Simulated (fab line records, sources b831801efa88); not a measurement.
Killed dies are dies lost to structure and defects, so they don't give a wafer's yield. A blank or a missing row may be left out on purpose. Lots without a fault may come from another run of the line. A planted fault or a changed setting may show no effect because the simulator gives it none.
Chamber matching | flow gf180mcu | GF_V5_CVD_02 on pecvd-01: 3 sister chambers
The step deposits SiO2 from TEOS, target thk 1450 nm, time 163.28 s. 16 wafers are shown with their chamber, then 8 later ones without.

WAFERS WITH THEIR CHAMBER
wafer  | chamber | heater_power_w (W)
L747.1 | 2       | 803
L747.4 | 1       | 731
L747.5 | 0       | 767
L749.1 | 0       | 745
L749.2 | 2       | 789
L749.6 | 1       | 590
L753.2 | 2       | 738
L753.4 | 1       | 723
L753.6 | 0       | 671
L760.1 | 2       | 743
L760.5 | 2       | 814
L760.6 | 1       | 693
L761.2 | 1       | 684
L761.4 | 0       | 831
L761.5 | 1       | 737
L765.1 | 1       | 630

SIGNATURES (means of the wafers above)
reading        | chamber 0 | chamber 1 | chamber 2 | scatter within a chamber
heater_power_w | 753.50    | 684.00    | 777.40    | 52.8
Rule: a wafer's distance from a chamber is the root of the sum, over the readings, of the square of ((its reading less the chamber's mean) divided by the reading's scatter). The wafer belongs to the nearest chamber; if the next one is less than 2 further off, it can't be placed. The scatter: the root of (the sum of the squares of (reading less its chamber's mean) over the shown wafers, divided by (wafers less chambers)).

WAFERS WITHOUT THEIR CHAMBER
wafer  | heater_power_w (W)
L765.3 | 810
L765.4 | 715
L767.1 | 744
L767.2 | 742
L767.3 | 729
L768.4 | 809
L768.5 | 837
L768.6 | 593

WHICH CHAMBER EACH WENT THROUGH
wafer  | from the rows above          | in truth
L765.3 | can't be placed: 2 or 0 or 1 | 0
L765.4 | can't be placed: 1 or 0 or 2 | 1
L767.1 | can't be placed: 0 or 2 or 1 | 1
L767.2 | can't be placed: 0 or 2 or 1 | 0
L767.3 | can't be placed: 0 or 1 or 2 | 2
L768.4 | can't be placed: 2 or 0 or 1 | 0
L768.5 | can't be placed: 2 or 0 or 1 | 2
L768.6 | can't be placed: 1 or 0 or 2 | 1
Placed correctly: 0 of 8. Can't be placed from these rows: 8 (the true chamber is among the candidates in 8). Placed wrongly: 0.
